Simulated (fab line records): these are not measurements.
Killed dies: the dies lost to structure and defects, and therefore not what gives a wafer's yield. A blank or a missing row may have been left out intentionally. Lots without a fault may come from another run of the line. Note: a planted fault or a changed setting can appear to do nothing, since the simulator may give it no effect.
8D (eight disciplines) problem report, filled in by code || flow gf180mcu || the parts of the form that need people (team, actions taken, sign-off) are left out

== 1. THE PROBLEM ==
platen_temp_c at GF_M3_STRIP_17 reads a mean of 240.68 C on 6 wafers of 2 lots; wafers without a fault read 249.99 C with a standard deviation of 0.17. That puts it -55 standard deviations away from the usual mean.
The step: strips in O2/N2.
Seen first at day 28 04:45 on plasma_asher-03, wafer L741.1. Wafers with a number at this step in the record: 39, from 13 lots. The rule behind "out" and "out of limits": a value lying over 4 standard deviations away from the usual mean. All remaining wafers that have a number are taken as sound.

== 2. WHAT IT IS, AND WHAT IT ISN'T ==
{"question": "which readings at this step", "is": "platen_temp_c, strip_time_to_endpoint_s", "is not": "drypump_motor_current_A, heater_power_w, n2_flow_sccm"}
{"question": "which lots", "is": "L741, L742", "is not": "L721, L722, L723, L725, L727, L728, L729, L732, L733, L735, L744"}
{"question": "which wafers of those lots", "is": "all that have a number", "is not": "-"}
{"question": "read on which tools", "is": "plasma_asher-03", "is not": "plasma_asher-01, plasma_asher-02"}
{"question": "when", "is": "from day 28 04:45", "is not": "up to then (30 sound wafers); but 3 sound wafers of L744 came after"}

== 3. WHAT RULES OUT EACH SUSPECT ==
Counting: any tool at a process step up to the reading is kept as a suspect provided that every lot that is out went through it and no sound lot did after the first of them.
- pvd_sputter-01 at GF_M3_SPUTTER_01 (material TiN, target thk 30 nm, time 25 s): kept. Every lot that is out went through it, starting with L741 (day 27 08:43), and after that it ran no sound lot; the last sound lot it ran before then is L733 (day 24 22:52).
- plasma_asher-03 at GF_M3_STRIP_17 (strips in O2/N2): kept. Every lot that is out went through it, starting with L741 (day 28 04:45), and after that it ran no sound lot; the last sound lot it ran before then is L729 (day 24 16:16). Its own platen_temp_c, strip_time_to_endpoint_s readings are out on those wafers.
After counting, pvd_sputter-01 at GF_M3_SPUTTER_01 and plasma_asher-03 at GF_M3_STRIP_17 remain.

== 4. THE CAUSE (what the simulator had put in) ==
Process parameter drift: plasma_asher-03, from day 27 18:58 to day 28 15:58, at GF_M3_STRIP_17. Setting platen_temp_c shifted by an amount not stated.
2 suspects survive the count, and this tool is in that group.

== 5. THE EFFECT CHAIN, in route order ==
Each row: a reading where the mean over the struck wafers with a number is more than 3 standard deviations away from the usual. Only readings whose record carries a usual standard deviation are examined. hours: median over the lots of the time between each lot's start at the first step of this table that gives one and its start at this step. sigmas: the change, counted in usual standard deviations.
{"hours": 0, "step": "GF_M3_STRIP_17", "reading": "platen_temp_c", "usual": "249.99 C", "on struck wafers": 240.68, "change": -9.31, "sigmas": -55}
{"hours": 0, "step": "GF_M3_STRIP_17", "reading": "strip_time_to_endpoint_s", "usual": "7.38 s", "on struck wafers": 8.96, "change": "+1.58", "sigmas": "+30"}
The process steps in it:
- GF_M3_STRIP_17: strips in O2/N2.
At these later measuring or inspecting steps, every struck wafer for which the step has a row has a number for every such reading, and none has moved that far: GF_V3_THK_MEAS_01.

== 6. HOW IT WOULD HAVE BEEN CAUGHT EARLIER ==
First out-of-limits reading in this record: day 28 04:45, which is 10 hours after fault onset at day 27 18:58.
